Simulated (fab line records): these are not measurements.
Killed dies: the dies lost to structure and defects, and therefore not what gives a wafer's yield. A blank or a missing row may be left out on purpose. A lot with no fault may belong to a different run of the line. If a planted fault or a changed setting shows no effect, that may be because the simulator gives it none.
Which tool is to blame? | flow gf180mcu | 72 wafers from 24 lots sampled at 5 of the route's 602 steps

## WHAT EACH GAUGE READ, for each wafer
GF_M2_CD_MEAS_14 targets a cd of 280 nm. Usual: cd_nm 279.9 nm, standard deviation 1.2.
lot  | measured     | on        | cd_nm (nm)        | flag
L074 | day 18 11:31 | cd_sem-02 | 282.5 282.1 280.9 |
L075 | day 19 06:29 | cd_sem-01 | 278.8 278.9 277.9 |
L076 | day 19 10:10 | cd_sem-02 | 277.9 277.4 276.7 |
L077 | day 20 05:13 | cd_sem-01 | 280.9 280.0 279.9 |
L079 | day 21 03:29 | cd_sem-02 | 280.4 280.4 280.0 |
L078 | day 21 04:39 | cd_sem-02 | 280.9 280.8 281.1 |
L080 | day 21 19:48 | cd_sem-02 | 279.3 279.8 279.2 |
L081 | day 21 21:29 | cd_sem-01 | 280.2 278.7 278.6 |
L082 | day 22 19:39 | cd_sem-02 | 278.8 279.0 279.1 |
L083 | day 23 04:30 | cd_sem-01 | 280.8 281.1 280.0 |
L084 | day 23 14:25 | cd_sem-01 | 281.0 279.6 279.6 |
L085 | day 23 15:41 | cd_sem-01 | 281.5 280.1 280.4 |
L086 | day 24 03:38 | cd_sem-01 | 278.6 279.7 278.6 |
L088 | day 24 11:22 | cd_sem-02 | 279.9 281.0 280.9 |
L087 | day 24 13:27 | cd_sem-02 | 280.3 280.8 279.7 |
L089 | day 25 01:04 | cd_sem-02 | 281.7 279.2 280.8 |
L090 | day 25 02:03 | cd_sem-02 | 277.4 278.0 278.2 |
L091 | day 25 09:01 | cd_sem-02 | 279.6 279.0 279.2 |
L092 | day 25 16:39 | cd_sem-01 | 280.9 280.1 279.1 |
L093 | day 25 21:00 | cd_sem-02 | 279.7 278.2 279.2 |
L094 | day 26 02:24 | cd_sem-01 | 282.4 280.6 279.7 |
L095 | day 26 05:48 | cd_sem-01 | 278.9 280.2 280.5 |
L096 | day 26 12:46 | cd_sem-01 | 281.0 282.8 281.2 |
L097 | day 26 20:15 | cd_sem-02 | 279.9 279.6 280.0 |

GF_V3_THK_MEAS_03. Usual: V3_CVD_02_THK 848 nm, standard deviation 11.
lot  | measured     | on            | V3_CVD_02_THK (nm) | flag
L074 | day 20 17:31 | film_metro-02 | 837 846 853        |
L075 | day 21 12:07 | film_metro-04 | 843 855 862        |
L076 | day 21 16:08 | film_metro-01 | 848 855 851        |
L077 | day 22 09:01 | film_metro-01 | 820 834 843        |
L079 | day 23 07:07 | film_metro-04 | 847 847 837        |
L078 | day 23 08:19 | film_metro-02 | 838 848 849        |
L080 | day 23 21:15 | film_metro-02 | 850 852 859        |
L081 | day 23 23:09 | film_metro-04 | 843 833 845        |
L082 | day 24 20:50 | film_metro-02 | 840 827 848        |
L083 | day 25 03:59 | film_metro-02 | 846 860 864        |
L084 | day 25 13:51 | film_metro-01 | 837 857 849        |
L085 | day 25 15:07 | film_metro-04 | 854 853 881        |
L086 | day 26 02:30 | film_metro-04 | 836 839 842        |
L088 | day 26 10:40 | film_metro-01 | 855 869 861        |
L087 | day 26 12:37 | film_metro-02 | 839 868 857        |
L089 | day 26 23:11 | film_metro-01 | 828 842 861        |
L090 | day 26 23:52 | film_metro-01 | 837 838 855        |
L091 | day 27 07:08 | film_metro-04 | 843 850 850        |
L092 | day 27 13:47 | film_metro-01 | 836 827 844        |
L093 | day 27 17:54 | film_metro-02 | 848 848 850        |
L094 | day 27 22:54 | film_metro-04 | 833 855 840        |
L095 | day 28 02:14 | film_metro-01 | 843 850 855        |
L096 | day 28 08:19 | film_metro-04 | 828 845 840        |
L097 | day 28 15:50 | film_metro-04 | 836 854 860        |

## EACH LOT AND THE TOOL THAT RAN IT (in order: tool; ch and the chambers of the sampled wafers; start)
lot  | GF_V1_ETCH_16                      | GF_V1_ETCH_17                                 | GF_V1_CMP_26
L074 | rie_diel-04 ch 1,2,3, day 17 10:14 | rie_diel-04 ch 1,2,3, day 17 11:18 or earlier | cmp-02 ch 0,1,2, day 17 11:18
L075 | rie_diel-04 ch 0,1,3, day 18 03:55 | rie_diel-04 ch 0,1,3, day 18 05:32 or earlier | cmp-02 ch 1,2,3, day 18 05:32
L076 | rie_diel-02 ch 0,1,2, day 18 08:34 | rie_diel-02 ch 0,1,2, day 18 09:37 or earlier | cmp-02 ch 1,2,3, day 18 09:37
L077 | rie_diel-04 ch 0,1, day 19 03:02   | rie_diel-04 ch 0,1, day 19 04:16 or earlier   | cmp-02 ch 0,2, day 19 04:16
L079 | rie_diel-02 ch 1,2,3, day 20 00:41 | rie_diel-02 ch 1,2,3, day 20 01:55 or earlier | cmp-02 ch 0,1,3, day 20 01:55
L078 | rie_diel-03 ch 0,1,2, day 20 02:02 | rie_diel-03 ch 0,1,2, day 20 03:09 or earlier | cmp-02 ch 0,1,2, day 20 03:09
L080 | rie_diel-02 ch 0,1,2, day 20 17:20 | rie_diel-02 ch 0,1,2, day 20 18:24 or earlier | cmp-02 ch 0,2, day 20 18:24
L081 | rie_diel-03 ch 0,1,2, day 20 19:07 | rie_diel-03 ch 0,1,2, day 20 20:10 or earlier | cmp-02 ch 0,2,3, day 20 20:10
L082 | rie_diel-04 ch 1,2,3, day 21 18:58 | rie_diel-04 ch 1,2,3, day 21 20:01 or earlier | cmp-02 ch 1,2,3, day 21 20:01
L083 | rie_diel-04 ch 1,2,3, day 22 04:02 | rie_diel-04 ch 1,2,3, day 22 05:11 or earlier | cmp-02 ch 0,2,3, day 22 05:11
L084 | rie_diel-02 ch 2,3, day 22 14:28   | rie_diel-02 ch 2,3, day 22 15:34 or earlier   | cmp-01 ch 1,2, day 22 15:34
L085 | rie_diel-03 ch 0,2,3, day 22 15:43 | rie_diel-03 ch 0,2,3, day 22 16:53 or earlier | cmp-01 ch 0,1, day 22 16:53
L086 | rie_diel-04 ch 1,2,3, day 23 03:20 | rie_diel-04 ch 1,2,3, day 23 04:44 or earlier | cmp-01 ch 0,2,3, day 23 04:44
L088 | rie_diel-03 ch 0,1,3, day 23 12:20 | rie_diel-03 ch 0,1,3, day 23 13:32 or earlier | cmp-02 ch 0,1,3, day 23 13:32
L087 | rie_diel-04 ch 0,1,2, day 23 13:37 | rie_diel-04 ch 0,1,2, day 23 14:45 or earlier | cmp-02 ch 0,1,2, day 23 14:45
L089 | rie_diel-03 ch 0,1,2, day 24 01:35 | rie_diel-03 ch 0,1,2, day 24 02:39 or earlier | cmp-02 ch 0,1,3, day 24 02:39
L090 | rie_diel-04 ch 1,2, day 24 02:27   | rie_diel-04 ch 1,2, day 24 03:31 or earlier   | cmp-01 ch 0,2, day 24 03:31
L091 | rie_diel-03 ch 1,2,3, day 24 10:13 | rie_diel-03 ch 1,2,3, day 24 11:25 or earlier | cmp-01 ch 1,3, day 24 11:25
L092 | rie_diel-04 ch 0,2, day 24 18:01   | rie_diel-04 ch 0,2, day 24 19:04 or earlier   | cmp-02 ch 1,2,3, day 24 19:04
L093 | rie_diel-03 ch 0,2,3, day 24 22:19 | rie_diel-03 ch 0,2,3, day 24 23:30 or earlier | cmp-01 ch 1,2,3, day 24 23:30
L094 | rie_diel-02 ch 0,1, day 25 03:50   | rie_diel-02 ch 0,1, day 25 04:57 or earlier   | cmp-02 ch 0,3, day 25 04:57
L095 | rie_diel-04 ch 1,2, day 25 07:19   | rie_diel-04 ch 1,2, day 25 08:22 or earlier   | cmp-01 ch 0,1, day 25 08:22
L096 | rie_diel-03 ch 0,2,3, day 25 13:39 | rie_diel-03 ch 0,2,3, day 25 14:50 or earlier | cmp-02 ch 1,2,3, day 25 14:50
L097 | rie_diel-04 ch 1,2,3, day 25 21:36 | rie_diel-04 ch 1,2,3, day 25 22:46 or earlier | cmp-01 ch 1,2,3, day 25 22:46
- GF_V1_ETCH_16: etches BARC in N2/H2.
- GF_V1_ETCH_17: etches SiO2 in C4F8/O2/Ar, stops on TiN, target depth 630 nm.
- GF_V1_CMP_26: polishes, stops on SiO2, t overpolish 15 s, target thk 0 nm.

## AS READ BY THE TOOLS THEMSELVES (means over the sampled wafers that have a number; for cases with no such wafer, the mark the record gives instead)
GF_V1_ETCH_16. Usual: chamber_pressure_mTorr 30.001 mTorr, standard deviation 0.028; drypump_motor_current_A 5.7 A, standard deviation 0.33; oes_product_au 0.854 a.u., standard deviation 0.0052; throttle_valve_pct 13.224 %, standard deviation 0.0085.
lot  | tool        | chamber_pressure_mTorr (mTorr) | drypump_motor_current_A (A) | oes_product_au (a.u.) | throttle_valve_pct (%) | flag
L074 | rie_diel-04 | 30.003                         | 5.8                         | 0.858                 | 13.234                 |
L075 | rie_diel-04 | 30.001                         | 5.9                         | 0.857                 | 13.224                 |
L076 | rie_diel-02 | 29.998                         | 5.6                         | 0.853                 | 13.222                 |
L077 | rie_diel-04 | 30.025                         | 5.9                         | 0.852                 | 13.218                 |
L079 | rie_diel-02 | 29.977                         | 5.7                         | 0.856                 | 13.228                 |
L078 | rie_diel-03 | 30.020                         | 5.5                         | 0.853                 | 13.229                 |
L080 | rie_diel-02 | 29.974                         | 5.6                         | 0.857                 | 13.229                 |
L081 | rie_diel-03 | 29.994                         | 5.5                         | 0.858                 | 13.221                 |
L082 | rie_diel-04 | 29.975                         | 5.8                         | 0.854                 | 13.227                 |
L083 | rie_diel-04 | 30.009                         | 5.8                         | 0.856                 | 13.216                 |
L084 | rie_diel-02 | 29.972                         | 5.5                         | 0.857                 | 13.219                 |
L085 | rie_diel-03 | 29.989                         | 5.6                         | 0.853                 | 13.218                 |
L086 | rie_diel-04 | 29.975                         | 5.8                         | 0.858                 | 13.228                 |
L088 | rie_diel-03 | 30.013                         | 5.8                         | 0.850                 | 13.225                 |
L087 | rie_diel-04 | 30.006                         | 5.8                         | 0.852                 | 13.221                 |
L089 | rie_diel-03 | 30.002                         | 5.5                         | 0.863                 | 13.221                 |
L090 | rie_diel-04 | 30.005                         | 5.6                         | 0.862                 | 13.223                 |
L091 | rie_diel-03 | 29.999                         | 5.7                         | 0.855                 | 13.225                 |
L092 | rie_diel-04 | 30.004                         | 5.7                         | 0.857                 | 13.221                 |
L093 | rie_diel-03 | 30.012                         | 5.6                         | 0.852                 | 13.218                 |
L094 | rie_diel-02 | 30.019                         | 5.8                         | 0.856                 | 13.223                 |
L095 | rie_diel-04 | 29.994                         | 5.6                         | 0.849                 | 13.232                 |
L096 | rie_diel-03 | 30.006                         | 5.5                         | 0.853                 | 13.233                 |
L097 | rie_diel-04 | 29.995                         | 5.8                         | 0.857                 | 13.221                 |

GF_V1_ETCH_17. Usual: chamber_pressure_mTorr 40.01 mTorr, standard deviation 0.033; oes_product_au 0.856 a.u., standard deviation 0.005.
lot  | tool        | chamber_pressure_mTorr (mTorr) | oes_product_au (a.u.) | flag
L074 | rie_diel-04 | 40.01                          | 0.857                 |
L075 | rie_diel-04 | 39.97                          | 0.854                 |
L076 | rie_diel-02 | 40.02                          | 0.859                 |
L077 | rie_diel-04 | 40.01                          | 0.857                 |
L079 | rie_diel-02 | 40.01                          | 0.856                 |
L078 | rie_diel-03 | 40.00                          | 0.850                 |
L080 | rie_diel-02 | 39.99                          | 0.854                 |
L081 | rie_diel-03 | 39.99                          | 0.862                 |
L082 | rie_diel-04 | 40.02                          | 0.857                 |
L083 | rie_diel-04 | 40.01                          | 0.852                 |
L084 | rie_diel-02 | 40.04                          | 0.850                 |
L085 | rie_diel-03 | 39.99                          | 0.852                 |
L086 | rie_diel-04 | 40.01                          | 0.859                 |
L088 | rie_diel-03 | 40.02                          | 0.851                 |
L087 | rie_diel-04 | 39.98                          | 0.862                 |
L089 | rie_diel-03 | 40.03                          | 0.853                 |
L090 | rie_diel-04 | 39.99                          | 0.855                 |
L091 | rie_diel-03 | 40.02                          | 0.855                 |
L092 | rie_diel-04 | 40.01                          | 0.856                 |
L093 | rie_diel-03 | 39.99                          | 0.858                 |
L094 | rie_diel-02 | 40.03                          | 0.854                 |
L095 | rie_diel-04 | 39.99                          | 0.855                 |
L096 | rie_diel-03 | 40.01                          | 0.854                 |
L097 | rie_diel-04 | 40.00                          | 0.850                 |

GF_V1_CMP_26. Usual: motor_current_A 11.3 A, standard deviation 1.2; overpolish_run_s 15.000 s, standard deviation 0.0094; slurry_filter_dp_kPa 13.50 kPa, standard deviation 0.14; time_to_endpoint_s 84 s, standard deviation 3.2.
lot  | tool   | motor_current_A (A) | overpolish_run_s (s) | slurry_filter_dp_kPa (kPa) | time_to_endpoint_s (s) | flag
L074 | cmp-02 | 11.2                | 14.995               | 13.63                      | 86                     |
L075 | cmp-02 | 10.9                | 15.008               | 13.52                      | 84                     |
L076 | cmp-02 | 10.6                | 15.003               | 13.49                      | 83                     |
L077 | cmp-02 | 10.5                | 15.000               | 13.53                      | 85                     |
L079 | cmp-02 | 11.8                | 15.009               | 13.67                      | 86                     |
L078 | cmp-02 | 11.3                | 15.005               | 13.43                      | 86                     |
L080 | cmp-02 | 11.4                | 14.996               | 13.45                      | 83                     |
L081 | cmp-02 | 11.5                | 14.995               | 13.63                      | 85                     |
L082 | cmp-02 | 11.4                | 15.006               | 13.40                      | 87                     |
L083 | cmp-02 | 11.6                | 14.998               | 13.47                      | 82                     |
L084 | cmp-01 | 10.6                | 15.004               | 13.47                      | 85                     |
L085 | cmp-01 | 10.6                | 14.997               | 13.62                      | 88                     |
L086 | cmp-01 | 11.4                | 15.005               | 13.58                      | 84                     |
L088 | cmp-02 | 12.1                | 15.002               | 13.52                      | 82                     |
L087 | cmp-02 | 11.1                | 15.004               | 13.61                      | 80                     |
L089 | cmp-02 | 12.1                | 14.998               | 13.54                      | 84                     |
L090 | cmp-01 | 11.2                | 15.007               | 13.46                      | 85                     |
L091 | cmp-01 | 12.2                | 14.997               | 13.49                      | 86                     |
L092 | cmp-02 | 11.4                | 15.006               | 13.45                      | 80                     |
L093 | cmp-01 | 11.2                | 14.995               | 13.58                      | 82                     |
L094 | cmp-02 | 12.4                | 14.991               | 13.52                      | 83                     |
L095 | cmp-01 | 10.4                | 15.003               | 13.54                      | 80                     |
L096 | cmp-02 | 11.3                | 14.987               | 13.32                      | 84                     |
L097 | cmp-01 | 11.3                | 15.011               | 13.50                      | 84                     |

## THE ANSWER, worked out from the rows above alone
Rule: a lot is off if the mean of its wafers that have a number lies more than 3 standard deviations from the usual mean. A lot without any number at a reading at which 4 lots or more have one is off too. The other lots that the step has rows for count as sound. The gauges are gone through in route order, then the tools' own readings, and for those a lot's mean is taken as printed above. The first step at which some lot is off is used, and at that step the reading that is off furthest; a lot without a number counts as furthest.
No lot is off at any reading shown: from this, nothing can be told.

## WHAT THE SIMULATOR PUT IN
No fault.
